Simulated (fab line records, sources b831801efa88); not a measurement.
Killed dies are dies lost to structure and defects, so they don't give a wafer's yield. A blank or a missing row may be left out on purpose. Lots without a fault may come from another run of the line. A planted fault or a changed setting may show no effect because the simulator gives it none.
One fault seen from 2 desks | flow sky130 | each desk has only its own numbers; what lay behind them comes last

THE METROLOGY DESK
What the gauges read, lot by lot, whatever tool the lot ran on: means of the sampled wafers that have a number. A lot is out of limits, marked OUT, if its mean lies more than 4 standard deviations from the usual mean; the brackets give that distance.
Columns: A = PWDE_OVL at SKY_PWDE_OVL_MEAS_07, usual -0.5 nm; B = PWDE_RS at SKY_NWELL_RS_MEAS_31, usual 5271 ohm/sq
lot  | first seen here | A    | B
L306 | day 4 08:43     | -0.8 | 5257
L310 | day 5 09:16     | 0.5  | 5266
L311 | day 5 16:24     | -0.5 | 5317
L312 | day 5 17:38     | -0.4 | 5279
L313 | day 5 19:20     | -1.9 | 5284
L314 | day 6 05:39     | -0.6 | 5284
L315 | day 6 11:59     | -0.7 | 5268
L320 | day 7 17:00     | -1.9 | 5245
L323 | day 8 08:55     | -1.4 | 5007 (-13) OUT
L324 | day 8 15:28     | 1.9  | 5015 (-12) OUT
L326 | day 8 22:46     | 0.7  | 5294
L327 | day 9 08:16     | -0.4 | 5250
This desk's finding: out of limits on L323, L324; first on L323, day 10 05:58 (PWDE_RS at SKY_NWELL_RS_MEAS_31). In limits: L306, L310, L311, L312, L313, L314, L315, L320, L326, L327.

THE TOOL OWNER'S DESK: implanter-03
The tool's own readings at SKY_PWDE_IMPLANT_08: means of the sampled wafers that have a number, for each lot that ran on this tool. A lot is out of limits, marked OUT, if its mean lies more than 4 standard deviations from the usual mean; the brackets give that distance.
Columns: A = dose_ions_cm2 at SKY_PWDE_IMPLANT_08, usual 3.6e+12; B = faraday_current_uA at SKY_PWDE_IMPLANT_08, usual 20.4
lot  | first seen here | A                 | B
L310 | day 5 09:20     | 3.6e+12           | 20.7
L311 | day 5 16:28     | 3.6e+12           | 20.0
L314 | day 6 05:43     | 3.6e+12           | 20.5
L323 | day 8 08:59     | 3.8e+12 (+54) OUT | 21.6
L324 | day 8 15:32     | 3.8e+12 (+54) OUT | 21.7
This desk's finding: out of limits on L323, L324; first on L323, day 8 08:59 (dose_ions_cm2 at SKY_PWDE_IMPLANT_08). In limits: L310, L311, L314.

PUT TOGETHER
The tool owner's desk could have raised an alarm at day 8 08:59, on L323, L324.
The metrology desk could have raised an alarm at day 10 05:58, on L323, L324.
Of the lots named, all ran SKY_PWDE_IMPLANT_08 on implanter-03.

WHAT THE SIMULATOR HAD PUT IN
Process parameter drift: implanter-03, from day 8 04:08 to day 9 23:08, at SKY_PWDE_IMPLANT_08. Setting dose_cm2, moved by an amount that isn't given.
Lots struck among those shown: L323, L324.
Hours from the fault's start to each desk's first reading out of limits: the tool owner's desk, 5; the metrology desk, 50.
